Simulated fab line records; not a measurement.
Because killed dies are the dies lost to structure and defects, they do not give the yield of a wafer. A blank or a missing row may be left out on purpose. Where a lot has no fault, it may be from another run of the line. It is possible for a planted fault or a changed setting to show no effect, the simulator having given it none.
What tool caused it? ; flow sky130 ; Sampling: 15 lots, 45 wafers, 3 of 708 route steps

## WHAT EACH GAUGE READ, for each wafer
SKY_FIELD_ISO_THK_MEAS_23.
lot;measured;on;FIELD_ISO_OXIDATION_01_THK (nm)
L860;day 2 09:39;filmMetro-03;9.99 9.94 9.83
L861;day 2 14:01;filmMetro-02;9.80 9.92 9.90
L862;day 2 18:38;filmMetro-01;9.74 9.80 9.88
L864;day 3 06:44;filmMetro-01;10.33 10.28 10.39
L868;day 4 02:05;filmMetro-03;10.16 10.46 10.39
L869;day 4 07:52;filmMetro-02;10.19 10.31 10.24
L870;day 4 11:20;filmMetro-01;10.26 10.28 10.30
L871;day 4 14:51;filmMetro-02;10.17 10.29 10.31
L874;day 5 09:59;filmMetro-02;10.07 10.11 10.07
L875;day 5 13:57;filmMetro-02;10.10 10.16 10.07
L876;day 5 20:22;filmMetro-03;10.14 10.15 10.21
L877;day 6 00:08;filmMetro-02;9.60 9.90 9.56
L878;day 6 04:47;filmMetro-02;10.16 10.05 10.19
L879;day 6 12:22;filmMetro-02;9.87 10.11 10.03
L880;day 6 16:25;filmMetro-01;10.36 10.19 10.16

SKY_NWELL_THK_MEAS_02.
lot;measured;on;NWELL_OXIDATION_THK (nm)
L860;day 2 15:25;filmMetro-03;9.75 10.10 9.83
L861;day 2 20:00;filmMetro-03;9.75 9.80 9.80
L862;day 3 01:15;filmMetro-04;10.09 10.11 10.02
L864;day 3 11:58;filmMetro-01;10.02 10.18 10.17
L868;day 4 07:28;filmMetro-01;10.11 10.14 10.24
L869;day 4 12:38;filmMetro-04;9.58 9.40 9.62
L870;day 4 16:02;filmMetro-04;9.85 9.89 9.90
L871;day 4 18:51;filmMetro-01;10.15 9.91 9.97
L874;day 5 15:21;filmMetro-03;10.14 10.09 10.11
L875;day 5 19:55;filmMetro-03;10.12 10.17 10.16
L876;day 6 02:05;filmMetro-01;10.22 10.39 10.16
L877;day 6 06:10;filmMetro-01;9.94 9.91 10.16
L878;day 6 13:46;filmMetro-04;10.12 10.23 9.99
L879;day 6 19:04;filmMetro-01;10.26 10.07 10.24
L880;day 7 01:28;filmMetro-01;9.84 10.01 9.89

## WHICH TOOL RAN EACH LOT (tool, then ch and the chambers of the sampled wafers, then the start)
lot;SKY_FIELD_ISO_ETCH_14
L860;rieDiel-04 ch 2,3, day 2 05:53
L861;rieDiel-01 ch 0,2,3, day 2 11:20
L862;rieDiel-01 ch 2,3, day 2 15:56
L864;rieDiel-02 ch 1,2, day 3 04:59
L868;rieDiel-01 ch 0,1,2, day 3 22:32
L869;rieDiel-02 ch 1,2,3, day 4 04:16
L870;rieDiel-02 ch 1,3, day 4 09:38
L871;rieDiel-02 ch 2,3, day 4 12:59
L874;rieDiel-04 ch 0,1, day 5 07:44
L875;rieDiel-02 ch 0,2,3, day 5 10:56
L876;rieDiel-04 ch 0,2, day 5 17:33
L877;rieDiel-02 ch 0,1,2, day 5 21:38
L878;rieDiel-02 ch 0,1, day 6 01:51
L879;rieDiel-01 ch 0,3, day 6 09:06
L880;rieDiel-01 ch 2,3, day 6 13:32
- SKY_FIELD_ISO_ETCH_14: etches BARC in N2/H2, stops on SiO2, time 45.9 s, target depth 60 nm.

## WHAT THE TOOLS THEMSELVES READ (means of the sampled wafers that have a number; where no wafer has one, the mark that the record gives instead)
SKY_FIELD_ISO_ETCH_14.
lot;tool;drypumpMotorCurrentA (A);oesProductAu (a.u.);throttleValvePct (%)
L860;rieDiel-04;5.9;0.852;13.224
L861;rieDiel-01;5.8;0.856;13.227
L862;rieDiel-01;5.7;0.860;13.229
L864;rieDiel-02;5.8;0.851;13.226
L868;rieDiel-01;5.7;0.857;13.214
L869;rieDiel-02;5.4;0.854;13.233
L870;rieDiel-02;5.3;0.856;13.226
L871;rieDiel-02;5.6;0.855;13.224
L874;rieDiel-04;5.9;0.857;13.230
L875;rieDiel-02;5.5;0.850;13.230
L876;rieDiel-04;6.2;0.852;13.223
L877;rieDiel-02;5.7;0.855;13.215
L878;rieDiel-02;5.6;0.850;13.224
L879;rieDiel-01;5.9;0.850;13.222
L880;rieDiel-01;5.6;0.848;13.226

## THE ANSWER, worked out from the rows above alone
Rule: usual is defined by the lots themselves. Put in order of their means at a reading, lots are off if they are a third of the lots or fewer, leave a main group of 4 or more, and stand apart from it by a gap of 3 or more times the standard deviation of the main group's means; of several such gaps the widest counts. The tables above print the reading to a certain number of digits; a main group whose means all agree to those digits is not used. Also off: a lot with no number at a reading for which 4 or more lots have one. Any other lot the step has rows for is counted as sound. First the gauges in route order, then the tools' own readings, where a lot's mean is used as printed above. At the first step where some lot is off, the reading lying furthest off is the one used; lots without a number count as furthest.
Nothing can be told from this: no lot is off at any reading shown.

## WHAT THE SIMULATOR PUT IN
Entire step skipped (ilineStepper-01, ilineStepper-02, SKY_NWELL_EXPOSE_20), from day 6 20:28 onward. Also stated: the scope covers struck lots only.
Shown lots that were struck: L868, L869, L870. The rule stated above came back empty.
